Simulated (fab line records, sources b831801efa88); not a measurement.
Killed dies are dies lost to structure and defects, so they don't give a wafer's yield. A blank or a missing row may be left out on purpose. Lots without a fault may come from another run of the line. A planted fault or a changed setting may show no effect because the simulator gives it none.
Chamber matching | flow gf180mcu | GF_V3_CMP_26 on cmp-02: 4 sister chambers
The step polishes, stops on SiO2, t overpolish 15 s, target thk 0 nm. 14 wafers are shown with their chamber, then 7 later ones without.

WAFERS WITH THEIR CHAMBER
wafer  | chamber | motor_current_A (A) | time_to_endpoint_s (s) | overpolish_run_s (s)
L535.3 | 0       | 9.6                 | 75                     | 14.984
L535.4 | 1       | 12.0                | 79                     | 14.998
L535.6 | 0       | 9.6                 | 74                     | 14.997
L536.2 | 0       | 9.6                 | 76                     | 15.002
L536.4 | 3       | 14.3                | 85                     | 15.005
L536.5 | 3       | 14.2                | 82                     | 15.017
L537.3 | 3       | 13.6                | 83                     | 15.001
L537.5 | 0       | 9.6                 | 80                     | 15.004
L537.6 | 1       | 12.5                | 83                     | 15.000
L548.2 | 2       | 10.2                | 81                     | 14.996
L548.3 | 1       | 12.1                | 82                     | 14.998
L548.4 | 0       | 9.1                 | 80                     | 14.993
L549.1 | 0       | 9.1                 | 82                     | 14.999
L549.5 | 2       | 10.4                | 82                     | 15.021

SIGNATURES (means of the wafers above)
reading            | chamber 0 | chamber 1 | chamber 2 | chamber 3 | scatter within a chamber
motor_current_A    | 9.433     | 12.200    | 10.300    | 14.033    | 0.279
time_to_endpoint_s | 77.83     | 81.33     | 81.50     | 83.33     | 2.58
overpolish_run_s   | 14.99650  | 14.99867  | 15.00850  | 15.00767  | 0.00846
Rule: a wafer's distance from a chamber is the root of the sum, over the readings, of the square of ((its reading less the chamber's mean) divided by the reading's scatter). The wafer belongs to the nearest chamber; if the next one is less than 2 further off, it can't be placed. The scatter: the root of (the sum of the squares of (reading less its chamber's mean) over the shown wafers, divided by (wafers less chambers)).

WAFERS WITHOUT THEIR CHAMBER
wafer  | motor_current_A (A) | time_to_endpoint_s (s) | overpolish_run_s (s)
L549.6 | 12.5                | 83                     | 14.987
L555.1 | 10.8                | 83                     | 14.998
L555.4 | 9.4                 | 82                     | 14.999
L555.6 | 10.4                | 83                     | 14.991
L556.2 | 9.3                 | 77                     | 15.005
L556.3 | 12.1                | 79                     | 14.987
L556.5 | 10.5                | 76                     | 15.000

WHICH CHAMBER EACH WENT THROUGH
wafer  | from the rows above     | in truth
L549.6 | 1                       | 1
L555.1 | 2                       | 2
L555.4 | can't be placed: 0 or 2 | 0
L555.6 | can't be placed: 2 or 0 | 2
L556.2 | 0                       | 0
L556.3 | 1                       | 1
L556.5 | can't be placed: 2 or 0 | 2
Placed correctly: 4 of 7. Can't be placed from these rows: 3 (the true chamber is among the candidates in 3). Placed wrongly: 0.
